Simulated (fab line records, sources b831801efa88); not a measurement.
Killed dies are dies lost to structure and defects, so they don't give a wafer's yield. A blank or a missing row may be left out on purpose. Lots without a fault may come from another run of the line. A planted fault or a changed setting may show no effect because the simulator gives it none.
fab line records | flow sky130
record lots=24 wafers=72 last_day=50
route steps=708 shown FIELD_ISO@15 NWELL@34 GATE_OXIDE@197 RES_PROTECT@214 POLY_GATE@230 LDD_N@254
lots that met no fault: from a run of the same line without faults
start_h: hours from the record's first day to the start of the lot's first wafer shown | wait_h: hours since the lot's step before | " the same as in the row above | L1.1+2: a row that stands for several wafers | - no value, or no start given | * or withheld: withheld | < > ~ a bound
route shown NAME@n: a module of which the file shows steps, and the number in the route of the first | usual: mean/standard deviation of fault-free wafers | same: alike in all rows | chamber/n: place in a boat | sites: the reading at each site | _std_site: their standard deviation | _edge_site: outer sites' mean less inner sites' | radius_mm: how far each site lies from the wafer's centre | mask NAME#n: copy n | behind: the tool/chamber that last shaped the wafer | hold: why the lot was held/for how many hours/how that ended | device: the transistor (n, p or np) that didn't switch | end of line: the same wafers' tests at the end of the route | a step without rows: its recipe alone | killed: dies lost to structure and defects at the first sort, not the wafer's yield | map: a wafer's dies, x killed, . not, _ none there
set.NAME: the setting as run; set.NAME@STEP: as run at that earlier step | model.NAME: the simulator's own value behind a step, which no gauge read
steps of the route over a sample of lots; a table a step, a row a wafer
services: from which hour (start_h, from the record's first day; less than 0 if before it) a tool's chamber was out of use, for how many hours, and why
## steps
# step SKY_FIELD_ISO_ETCH_14
# recipe chemistry=N2/H2 target=BARC ion_energy_ev=200 source_w=500 bias_w=100 pressure_mtorr=30 n2_flow_sccm=100 h2_flow_sccm=200 stop_on=SiO2 time_s=45.9 target_depth_a=600
# usual drypump_motor_current_A=5.8/0.52 oes_product_au=0.854/0.0053 throttle_valve_pct=13.223/0.0091
# columns lot.wafer tool chamber start_h wait_h drypump_motor_current_A oes_product_au rf_hours_counter_h throttle_valve_pct
L074.1 rie_diel-04 0 28.92 0.1 6.7 0.851 150 13.221
L074.3 " 1 " " 5.6 0.855 10 13.227
L074.4 " 2 " " 5.7 0.858 107 13.227
L075.4 rie_diel-01 3 34.42 0.0 5.7 0.854 118 13.222
L075.5 " 2 " " 4.9 0.864 - 13.224
L075.6 " 3 " " 5.8 0.859 - 13.215
L076.3 rie_diel-03 2 40.78 0.1 6.2 0.856 73 13.213
L076.5 " 1 " " 6.5 0.849 - 13.242
L076.6 " 2 " " 6.2 0.853 - 13.227
L077.1 rie_diel-04 0 44.35 0.1 6.7 0.865 150 13.217
L077.5 " 1 " " 5.6 0.855 - 13.242
L077.6 " 0 " " 6.7 0.850 - 13.225
L078.2 rie_diel-03 3 51.08 0.1 5.9 0.857 2 13.223
L078.3 " 0 " " 5.1 0.854 153 13.225
L078.5 " 2 " " 6.2 0.861 - 13.223
L079.1 rie_diel-04 1 57.22 0.1 5.6 0.853 11 13.223
L079.2 " 2 " " 5.7 0.845 108 13.233
L079.6 " 2 " " 5.7 0.852 - 13.204
L080.1 rie_diel-04 0 61.57 0.1 6.7 0.858 150 13.222
L080.3 " 2 " " 5.7 0.852 108 13.227
L080.4 " 1 " " 5.6 0.855 11 13.213
L081.1 rie_diel-03 0 66.73 0.1 5.1 0.846 154 13.228
L081.3 " 3 " " 5.8 0.851 3 13.222
L081.4 " 1 " " 6.5 0.858 70 13.219
L082.3 rie_diel-01 3 69.93 0.1 5.8 0.858 119 13.215
L082.5 " 3 " " 5.8 0.853 - 13.231
L082.6 " 2 " " 4.9 0.856 - 13.211
L083.2 rie_diel-01 3 75.62 0.1 5.7 0.850 119 13.223
L083.3 " 2 " " 4.9 0.856 134 13.222
L083.4 " 0 " " 5.7 0.853 20 13.237
L084.2 rie_diel-03 0 80.03 0.1 5.1 0.850 154 13.217
L084.4 " 2 " " 6.3 0.856 74 13.218
L084.5 " 2 " " 6.3 0.857 - 13.237
L085.2 rie_diel-03 3 84.82 0.1 5.8 0.857 3 13.227
L085.3 " 1 " " 6.4 0.856 71 13.217
L085.4 " 0 " " 5.1 0.850 154 13.207
L086.2 rie_diel-01 0 89.67 0.1 5.7 0.841 20 13.203
L086.4 " 2 " " 4.9 0.856 135 13.225
L086.5 " 3 " " 5.8 0.852 - 13.230
L087.1 rie_diel-01 3 98.97 0.1 5.7 0.854 119 13.239
L087.3 " 1 " " 5.1 0.854 132 13.219
L087.5 " 3 " " 5.7 0.854 - 13.210
L088.3 rie_diel-03 0 106.20 0.1 5.0 0.852 155 13.216
L088.4 " 3 " " 5.8 0.848 - 13.240
L088.5 " 0 " " 5.1 0.865 - 13.225
L089.1 rie_diel-04 1 108.07 0.1 5.6 0.869 11 13.209
L089.2 " 3 " " 5.6 0.854 31 13.193
L089.4 " 0 " " 6.7 0.856 151 13.226
L090.2 rie_diel-04 3 112.28 0.1 5.5 0.853 31 13.231
L090.3 " 0 " " 6.7 0.858 151 13.210
L090.6 " 0 " " 6.7 0.851 - 13.210
L091.1 rie_diel-04 1 120.42 0.1 5.6 0.850 12 13.238
L091.4 " 0 " " 6.7 0.844 151 13.240
L091.5 " 2 " " 5.7 0.862 - 13.222
L092.3 rie_diel-01 3 122.42 0.1 5.7 0.856 120 13.230
L092.4 " 2 " " 4.9 0.861 135 13.225
L092.5 " 0 " " 5.7 0.854 - 13.241
L093.1 rie_diel-04 2 127.88 0.1 5.7 0.851 109 13.209
L093.2 " 0 " " 6.7 0.846 151 13.220
L093.5 " 2 " " 5.7 0.861 - 13.225
L094.1 rie_diel-04 0 131.58 0.1 6.7 0.859 151 13.225
L094.5 " 0 " " 6.7 0.848 - 13.227
L094.6 " 1 " " 5.6 0.860 - 13.219
L095.1 rie_diel-03 2 137.43 0.1 6.2 0.846 75 13.216
L095.3 " 3 " " 5.9 0.847 4 13.233
L095.4 " 0 " " 5.1 0.857 155 13.218
L096.1 rie_diel-01 3 146.10 0.1 5.7 0.854 120 13.234
L096.2 " 0 " " 5.7 0.853 21 13.220
L096.5 " 0 " " 5.7 0.858 - 13.229
L097.2 rie_diel-03 2 150.57 0.1 6.2 0.854 76 13.222
L097.4 " 2 " " 6.2 0.850 - 13.231
L097.6 " 3 " " 5.9 0.856 - 13.237
# step SKY_NWELL_THK_MEAS_02
# recipe reads=SiO2_of_NWELL_OXIDATION_01
# usual NWELL_OXIDATION_THK=9.98/0.18
# columns lot.wafer tool chamber start_h wait_h NWELL_OXIDATION_THK[nm]
L074.1 film_metro-02 - 38.93 0.0 10.06
L074.3 " - " " 10.13
L074.4 " - " " 10.02
L075.4 film_metro-03 - 41.72 0.0 10.01
L075.5 " - " " 9.84
L075.6 " - " " 9.82
L076.3 film_metro-01 - 49.99 0.0 10.13
L076.5 " - " " 10.12
L076.6 " - " " 10.02
L077.1 film_metro-03 - 53.07 0.0 9.86
L077.5 " - " " 9.71
L077.6 " - " " 9.76
L078.2 film_metro-02 - 58.73 0.0 10.05
L078.3 " - " " 10.13
L078.5 " - " " 10.15
L079.1 film_metro-03 - 64.44 0.0 10.06
L079.2 " - " " 10.10
L079.6 " - " " 10.09
L080.1 film_metro-02 - 68.47 0.0 9.65
L080.3 " - " " 9.65
L080.4 " - " " 9.62
L081.1 film_metro-03 - 74.73 0.0 10.04
L081.3 " - " " 10.00
L081.4 " - " " 9.92
L082.3 film_metro-01 - 82.63 0.0 10.08
L082.5 " - " " 9.90
L082.6 " - " " 10.09
L083.2 film_metro-02 - 93.62 0.0 9.99
L083.3 " - " " 9.88
L083.4 " - " " 9.86
L085.2 film_metro-01 - 93.62 0.0 10.27
L085.3 " - " " 10.16
L085.4 " - " " 10.11
L084.2 film_metro-01 - 95.01 0.0 10.20
L084.4 " - " " 10.25
L084.5 " - " " 10.26
L086.2 film_metro-02 - 97.75 0.0 10.04
L086.4 " - " " 9.94
L086.5 " - " " 9.95
L087.1 film_metro-02 - 107.38 0.0 10.11
L087.3 " - " " 10.11
L087.5 " - " " 10.04
L088.3 film_metro-03 - 112.91 0.0 9.92
L088.4 " - " " 9.93
L088.5 " - " " 10.01
L089.1 film_metro-02 - 114.59 0.0 9.58
L089.2 " - " " 9.64
L089.4 " - " " 9.69
L090.2 film_metro-03 - 120.45 0.0 9.87
L090.3 " - " " 9.96
L090.6 " - " " 9.88
L091.1 film_metro-02 - 130.42 0.0 10.24
L091.4 " - " " 10.03
L091.5 " - " " 10.16
L092.3 film_metro-02 - 131.87 0.0 10.02
L092.4 " - " " 10.30
L092.5 " - " " 10.03
L093.1 film_metro-01 - 135.91 0.0 9.67
L093.2 " - " " 9.83
L093.5 " - " " 9.93
L094.1 film_metro-03 - 141.50 0.0 10.13
L094.5 " - " " 10.17
L094.6 " - " " 10.16
L095.1 film_metro-01 - 146.90 0.0 10.11
L095.3 " - " " 9.85
L095.4 " - " " 10.11
L096.1 film_metro-01 - 153.74 0.0 10.15
L096.2 " - " " 10.06
L096.5 " - " " 9.86
L097.2 film_metro-01 - 158.79 0.0 9.91
L097.4 " - " " 9.73
L097.6 " - " " 9.87
# step SKY_GATE_OXIDE_OVL_MEAS_10
# usual GATE_OXIDE_OVL=-1.0/1.4
# columns lot.wafer tool chamber start_h wait_h GATE_OXIDE_OVL[nm]
L074.1 overlay-02 - 305.30 0.1 -1.5
L074.3 " - " " -2.7
L074.4 " - " " 0.3
L075.4 overlay-01 - 315.58 0.1 -0.6
L075.5 " - " " -0.2
L075.6 " - " " 1.1
L076.3 overlay-01 - 329.03 0.1 -1.3
L076.5 " - " " -0.4
L076.6 " - " " -1.2
L077.1 overlay-02 - 331.54 0.1 -1.5
L077.5 " - " " 0.2
L077.6 " - " " -1.7
L078.2 overlay-01 - 341.62 0.1 -0.2
L078.3 " - " " -0.3
L078.5 " - " " -1.5
L079.1 overlay-02 - 348.59 0.1 -2.8
L079.2 " - " " -3.0
L079.6 " - " " -2.3
L080.1 overlay-01 - 351.95 0.1 -0.2
L080.3 " - " " -0.2
L080.4 " - " " -1.3
L081.1 overlay-01 - 367.29 0.1 -2.1
L081.3 " - " " -2.9
L081.4 " - " " -0.7
L082.3 overlay-02 - 379.55 0.1 -4.2
L082.5 " - " " -1.6
L082.6 " - " " -2.2
L083.2 overlay-01 - 396.07 0.1 -2.0
L083.3 " - " " -3.7
L083.4 " - " " -3.1
L085.2 overlay-02 - 399.40 0.1 2.0
L085.3 " - " " 0.9
L085.4 " - " " 0.4
L084.2 overlay-02 - 402.55 0.1 -0.2
L084.4 " - " " -0.5
L084.5 " - " " -0.5
L086.2 overlay-02 - 402.87 0.1 0.0
L086.4 " - " " 1.7
L086.5 " - " " -0.4
L087.1 overlay-02 - 420.94 0.1 0.1
L087.3 " - " " -1.3
L087.5 " - " " 1.0
L088.3 overlay-02 - 430.51 0.1 1.2
L088.4 " - " " 0.8
L088.5 " - " " -1.4
L089.1 overlay-01 - 446.81 0.1 1.5
L089.2 " - " " 1.9
L089.4 " - " " -0.4
L090.2 overlay-01 - 448.42 0.1 0.6
L090.3 " - " " 0.6
L090.6 " - " " 0.3
L091.1 overlay-01 - 461.26 0.1 -1.0
L091.4 " - " " -1.5
L091.5 " - " " -1.9
L092.3 overlay-02 - 464.36 0.1 -2.6
L092.4 " - " " -2.1
L092.5 " - " " -0.5
L093.1 overlay-01 - 466.66 0.1 -2.2
L093.2 " - " " -0.6
L093.5 " - " " -0.8
L094.1 overlay-01 - 476.15 0.1 -0.8
L094.5 " - " " -4.0
L094.6 " - " " 0.0
L095.1 overlay-02 - 479.69 0.1 -0.5
L095.3 " - " " -0.5
L095.4 " - " " -0.2
L096.1 overlay-01 - 494.70 0.1 -1.2
L096.2 " - " " -1.0
L096.5 " - " " -0.6
L097.2 overlay-01 - 505.02 0.1 -0.3
L097.4 " - " " -1.3
L097.6 " - " " -3.3
# step SKY_RES_PROTECT_STRIP_07
# recipe chemistry=O2/N2 power_w=1400 pressure_mtorr=1500 platen_temp_c=withheld o2_flow_sccm=3000 n2_flow_sccm=300 overash_fraction=0.5
# usual drypump_motor_current_A=6.0/0.52 oes_product_au=0.516/0.0043 strip_time_to_endpoint_s=23.49/0.044
# columns lot.wafer tool chamber start_h wait_h drypump_motor_current_A oes_product_au rf_hours_counter_h strip_time_to_endpoint_s
L074.1 plasma_asher-01 1 336.28 0.1 6.3 0.517 66 23.43
L074.3 " 0 " " 4.8 0.515 - 23.49
L074.4 " 1 " " 6.2 0.511 - 23.45
L075.4 plasma_asher-04 0 345.16 0.1 6.4 0.517 - 23.45
L075.5 " 0 " " 6.4 0.514 - 23.55
L075.6 " 1 " " 6.2 0.507 - 23.48
L076.3 plasma_asher-04 1 359.96 0.1 6.2 0.514 - 23.50
L076.5 " 1 " " 6.2 0.514 - 23.51
L076.6 " 0 " " 6.5 0.515 - 23.54
L077.1 plasma_asher-04 0 362.26 0.1 6.4 0.520 66 23.51
L077.5 " 0 " " 6.5 0.518 - 23.50
L077.6 " 1 " " 6.2 0.512 - 23.50
L078.2 plasma_asher-03 0 373.62 0.1 5.8 0.517 26 23.42
L078.3 " 1 " " 5.5 0.519 - 23.41
L078.5 " 0 " " 5.7 0.524 - 23.40
L079.1 plasma_asher-01 1 380.06 0.1 6.2 0.511 71 23.47
L079.2 " 0 " " 4.8 0.511 71 23.45
L079.6 " 0 " " 4.8 0.523 - 23.48
L080.1 plasma_asher-04 1 387.35 0.1 6.2 0.516 68 23.50
L080.3 " 0 " " 6.5 0.525 - 23.47
L080.4 " 1 " " 6.2 0.511 - 23.55
L081.1 plasma_asher-01 0 401.26 0.1 4.8 0.515 73 23.48
L081.3 " 0 " " 4.8 0.518 - 23.48
L081.4 " 1 " " 6.2 0.520 - 23.44
L082.3 plasma_asher-03 1 411.30 0.1 5.5 0.517 - 23.42
L082.5 " 1 " " 5.5 0.520 - 23.38
L082.6 " 0 " " 5.7 0.510 - 23.41
L083.2 plasma_asher-04 1 430.48 0.1 6.2 0.522 0 23.53
L083.3 " 1 " " 6.2 0.513 - 23.53
L083.4 " 0 " " 6.5 0.512 - 23.49
L085.2 plasma_asher-03 0 433.03 0.1 5.7 0.511 33 23.50
L085.3 " 0 " " 5.7 0.521 - 23.50
L085.4 " 1 " " 5.4 0.519 - 23.49
L084.2 plasma_asher-03 0 435.55 0.1 5.8 0.521 33 23.55
L084.4 " 1 " " 5.5 0.515 - 23.56
L084.5 " 1 " " 5.4 0.516 - 23.54
L086.2 plasma_asher-01 0 437.23 0.1 4.8 0.518 77 23.54
L086.4 " 1 " " 6.2 0.509 - 23.54
L086.5 " 0 " " 4.8 0.512 - 23.50
L087.1 plasma_asher-04 1 456.43 0.1 6.2 0.523 2 23.50
L087.3 " 1 " " 6.2 0.514 - 23.46
L087.5 " 1 " " 6.2 0.515 - 23.49
L088.3 plasma_asher-04 0 465.95 0.1 6.4 0.514 - 23.43
L088.4 " 1 " " 6.2 0.519 - 23.42
L088.5 " 1 " " 6.2 0.516 - 23.45
L089.1 plasma_asher-04 1 480.70 0.1 6.2 0.515 6 23.51
L089.2 " 0 " " 6.5 0.515 6 23.48
L089.4 " 0 " " 6.4 0.520 - 23.52
L090.2 plasma_asher-04 0 482.66 0.1 6.4 0.514 6 23.47
L090.3 " 0 " " 6.4 0.523 - 23.46
L090.6 " 1 " " 6.2 0.519 - 23.51
L091.1 plasma_asher-03 0 494.61 0.1 5.7 0.518 39 23.53
L091.4 " 0 " " 5.7 0.513 - 23.55
L091.5 " 0 " " 5.7 0.516 - 23.52
L092.3 plasma_asher-04 0 499.00 0.1 6.5 0.524 - 23.47
L092.4 " 1 " " 6.2 0.515 - 23.54
L092.5 " 1 " " 6.2 0.515 - 23.50
L093.1 plasma_asher-04 1 502.08 0.1 6.2 0.512 8 23.52
L093.2 " 0 " " 6.4 0.513 8 23.51
L093.5 " 1 " " 6.2 0.515 - 23.47
L094.1 plasma_asher-01 1 510.01 0.1 6.2 0.513 82 23.57
L094.5 " 1 " " 6.2 0.516 - 23.56
L094.6 " 0 " " 4.8 0.509 - 23.53
L095.1 plasma_asher-04 0 513.70 0.1 6.4 0.520 9 23.53
L095.3 " 1 " " 6.2 0.516 - 23.53
L095.4 " 0 " " 6.5 0.516 - 23.51
L096.1 plasma_asher-04 1 527.91 0.1 6.2 0.517 11 23.54
L096.2 " 0 " " 6.5 0.518 11 23.47
L096.5 " 0 " " 6.4 0.519 - 23.46
L097.2 plasma_asher-03 1 539.46 0.1 5.5 0.517 44 23.48
L097.4 " 1 " " 5.5 0.508 - 23.52
L097.6 " 0 " " 5.7 0.516 - 23.49
# step SKY_POLY_GATE_ETCH_16
# recipe stop_on=poly-Si chemistry=CH3F/O2 target=Si3N4 source_w=400 bias_w=80 pressure_mtorr=25 ch3f_flow_sccm=40 O2_flow_sccm=30 time_s=147.5 target_depth_a=750
# usual O2_flow_sccm=30.01/0.089 drypump_motor_current_A=5.8/0.43 oes_product_au=0.640/0.0053 throttle_valve_pct=10.536/0.0096
# columns lot.wafer tool chamber start_h wait_h O2_flow_sccm drypump_motor_current_A oes_product_au rf_hours_counter_h throttle_valve_pct
L074.1 rie_diel-02 1 366.84 0.0 30.01 6.2 0.626 7 10.530
L074.3 " 0 " " 29.84 5.3 0.631 54 10.549
L074.4 " 2 " " 30.07 5.8 0.639 2 10.535
L075.4 rie_diel-04 0 374.82 0.0 30.00 6.7 0.639 4 10.531
L075.5 " 0 " " 29.90 6.7 0.639 - 10.525
L075.6 " 3 " " 30.11 5.6 0.632 - 10.538
L076.3 rie_diel-02 0 389.34 0.0 30.16 5.3 0.635 54 10.531
L076.5 " 0 " " 30.12 5.3 0.643 - 10.540
L076.6 " 1 " " 30.05 6.2 0.639 - 10.530
L077.1 rie_diel-02 3 392.52 0.0 30.05 5.8 0.638 9 10.536
L077.5 " 0 " " 30.03 5.3 0.645 - 10.519
L077.6 " 3 " " 30.06 5.8 0.644 - 10.552
L079.1 rie_diel-02 2 417.74 0.0 29.87 5.8 0.641 3 10.539
L079.2 " 3 " " 30.07 5.8 0.638 9 10.533
L079.6 " 2 " " 29.95 5.8 0.649 - 10.528
L078.2 rie_diel-03 0 418.22 0.0 30.03 5.1 0.635 4 10.531
L078.3 " 1 " " 29.89 6.5 0.634 79 10.546
L078.5 " 2 " " 30.19 6.2 0.640 - 10.532
L080.1 rie_diel-03 3 424.97 0.0 29.93 5.9 0.641 11 10.536
L080.3 " 2 " " 29.94 6.2 0.643 82 10.531
L080.4 " 0 " " 29.89 5.1 0.642 4 10.516
L081.1 rie_diel-04 3 434.39 0.0 29.95 5.5 0.644 39 10.531
L081.3 " 0 " " 30.00 6.7 0.635 6 10.544
L081.4 " 1 " " 30.03 5.6 0.641 19 10.544
L082.3 rie_diel-04 3 443.92 0.0 30.03 5.5 0.647 39 10.542
L082.5 " 1 " " 30.06 5.6 0.640 - 10.547
L082.6 " 0 " " 29.83 6.7 0.644 - 10.548
L083.2 rie_diel-02 1 463.02 0.0 29.98 6.2 0.645 9 10.548
L083.3 " 3 " " 30.09 5.8 0.634 10 10.519
L083.4 " 2 " " 30.11 5.8 0.634 4 10.529
L085.2 rie_diel-04 3 466.19 0.0 30.11 5.5 0.645 40 10.518
L085.3 " 1 " " 30.03 5.6 0.639 20 10.529
L085.4 " 0 " " 30.10 6.7 0.645 6 10.525
L084.2 rie_diel-04 1 469.12 0.0 30.18 5.6 0.639 20 10.530
L084.4 " 2 " " 30.12 5.7 0.638 2 10.526
L084.5 " 0 " " 29.90 6.7 0.643 - 10.539
L086.2 rie_diel-03 3 471.69 0.0 30.08 5.9 0.636 13 10.539
L086.4 " 1 " " 29.93 6.5 0.635 80 10.552
L086.5 " 1 " " 30.06 6.5 0.654 - 10.534
L087.1 rie_diel-02 0 488.32 0.0 29.95 5.3 0.643 56 10.542
L087.3 " 2 " " 30.00 5.8 0.644 4 10.547
L087.5 " 3 " " 30.01 5.8 0.639 - 10.549
L088.3 rie_diel-03 2 498.39 0.0 29.98 6.3 0.647 83 10.536
L088.4 " 1 " " 29.99 6.4 0.632 81 10.531
L088.5 " 2 " " 30.10 6.2 0.622 - 10.526
L089.1 rie_diel-02 3 512.37 0.0 29.99 5.8 0.646 11 10.540
L089.2 " 1 " " 30.05 6.2 0.643 9 10.550
L089.4 " 0 " " 30.09 5.3 0.646 57 10.541
L090.2 rie_diel-04 0 514.87 0.0 30.05 6.7 0.641 8 10.531
L090.3 " 1 " " 29.94 5.6 0.641 21 10.533
L090.6 " 1 " " 29.99 5.6 0.641 - 10.530
L091.1 rie_diel-02 0 526.72 0.0 30.04 5.3 0.634 57 10.544
L091.4 " 3 " " 30.21 5.8 0.642 11 10.534
L091.5 " 3 " " 29.99 5.8 0.645 - 10.532
L092.3 rie_diel-02 1 532.22 0.0 29.98 6.2 0.649 10 10.541
L092.4 " 2 " " 30.10 5.8 0.641 5 10.536
L092.5 " 2 " " 30.03 5.8 0.643 - 10.542
L093.1 rie_diel-02 0 535.47 0.0 30.09 5.3 0.637 57 10.539
L093.2 " 2 " " 29.99 5.8 0.642 5 10.545
L093.5 " 1 " " 29.95 6.2 0.643 - 10.524
L094.1 rie_diel-02 1 542.17 0.0 29.87 6.2 0.635 10 10.522
L094.5 " 1 " " 29.96 6.2 0.639 - 10.536
L094.6 " 2 " " 29.94 5.8 0.631 - 10.538
L095.1 rie_diel-02 2 545.67 0.0 29.94 5.8 0.632 5 10.519
L095.3 " 0 " " 30.05 5.3 0.635 57 10.547
L095.4 " 3 " " 30.12 5.8 0.636 12 10.536
L096.1 rie_diel-03 0 560.17 0.0 30.03 5.0 0.637 7 10.515
L096.2 " 3 " " 30.12 5.9 0.639 14 10.559
L096.5 " 1 " " 29.87 6.4 0.637 - 10.546
L097.2 rie_diel-03 2 572.67 0.0 30.05 6.2 0.633 0 10.533
L097.4 " 0 " " 30.03 5.1 0.632 - 10.524
L097.6 " 3 " " 30.11 5.8 0.639 - 10.547
# step SKY_LDD_N_TW_MEAS_17
# usual LDD_N_TW=2576/14
# columns lot.wafer tool chamber start_h wait_h LDD_N_TW
L074.1 film_metro-04 - 398.82 0.1 2579
L074.3 " - " " 2570
L074.4 " - " " 2577
L075.4 film_metro-02 - 406.70 0.1 2584
L075.5 " - " " 2576
L075.6 " - " " 2582
L076.3 film_metro-01 - 423.19 0.1 2598
L076.5 " - " " 2601
L076.6 " - " " 2593
L077.1 film_metro-02 - 427.67 0.1 2578
L077.5 " - " " 2585
L077.6 " - " " 2598
L078.2 film_metro-01 - 452.68 0.1 2589
L078.3 " - " " 2580
L078.5 " - " " 2585
L079.1 film_metro-02 - 452.75 0.1 2556
L079.2 " - " " 2570
L079.6 " - " " 2567
L080.1 film_metro-01 - 460.20 0.1 2614
L080.3 " - " " 2616
L080.4 " - " " 2617
L081.1 film_metro-04 - 468.82 0.1 2590
L081.3 " - " " 2567
L081.4 " - " " 2575
L082.3 film_metro-02 - 478.97 0.1 2579
L082.5 " - " " 2571
L082.6 " - " " 2564
L083.2 film_metro-02 - 497.28 0.1 2547
L083.3 " - " " 2565
L083.4 " - " " 2558
L085.2 film_metro-04 - 500.76 0.1 2576
L085.3 " - " " 2576
L085.4 " - " " 2589
L084.2 film_metro-02 - 503.56 0.1 2557
L084.4 " - " " 2572
L084.5 " - " " 2559
L086.2 film_metro-04 - 506.73 0.1 2571
L086.4 " - " " 2574
L086.5 " - " " 2557
L087.1 film_metro-04 - 521.32 0.1 2561
L087.3 " - " " 2565
L087.5 " - " " 2565
L088.3 film_metro-02 - 531.39 0.1 2568
L088.4 " - " " 2564
L088.5 " - " " 2563
L089.1 film_metro-01 - 545.05 0.1 2580
L089.2 " - " " 2588
L089.4 " - " " 2575
L090.2 film_metro-04 - 548.33 0.1 2573
L090.3 " - " " 2582
L090.6 " - " " 2588
L091.1 film_metro-04 - 558.92 0.1 2560
L091.4 " - " " 2580
L091.5 " - " " 2581
L092.3 film_metro-04 - 563.82 0.1 2578
L092.4 " - " " 2572
L092.5 " - " " 2574
L093.1 film_metro-04 - 568.32 0.1 2572
L093.2 " - " " 2578
L093.5 " - " " 2578
L094.1 film_metro-02 - 574.17 0.1 2561
L094.5 " - " " 2559
L094.6 " - " " 2561
L095.1 film_metro-02 - 577.50 0.1 2547
L095.3 " - " " 2559
L095.4 " - " " 2553
L096.1 film_metro-04 - 592.27 0.1 2585
L096.2 " - " " 2565
L096.5 " - " " 2569
L097.2 film_metro-01 - 607.73 0.1 2594
L097.4 " - " " 2593
L097.6 " - " " 2582
## services
# columns tool chamber start_h hours kind
rie_diel-04 - 74.63 18.7 repair
rie_diel-03 1 75.91 1.9 repair
rie_diel-02 0 78.72 5.7 repair
rie_diel-03 2 99.70 9.1 repair
rie_diel-04 1 126.23 4.2 repair
rie_diel-02 0 129.43 7.2 repair
rie_diel-02 1 184.63 7.8 repair
rie_diel-03 2 219.92 3.2 repair
rie_diel-04 0 245.55 4.2 repair
rie_diel-02 0 253.58 8.3 repair
rie_diel-03 2 259.30 6.6 repair
rie_diel-02 1 268.87 2.6 repair
rie_diel-03 0 269.12 70.9 repair
rie_diel-04 2 310.71 19.4 repair
rie_diel-03 2 330.83 7.8 repair
rie_diel-04 1 361.90 4.6 repair
rie_diel-04 3 395.67 4.8 repair
rie_diel-04 - 410.33 1.0 repair
plasma_asher-04 - 421.32 9.0 pm
rie_diel-04 0 463.48 2.3 repair
rie_diel-03 - 486.65 2.8 pm
rie_diel-04 1 526.10 6.1 repair
rie_diel-04 - 545.19 2.6 repair
rie_diel-04 - 559.49 1.4 repair
## key
fault none
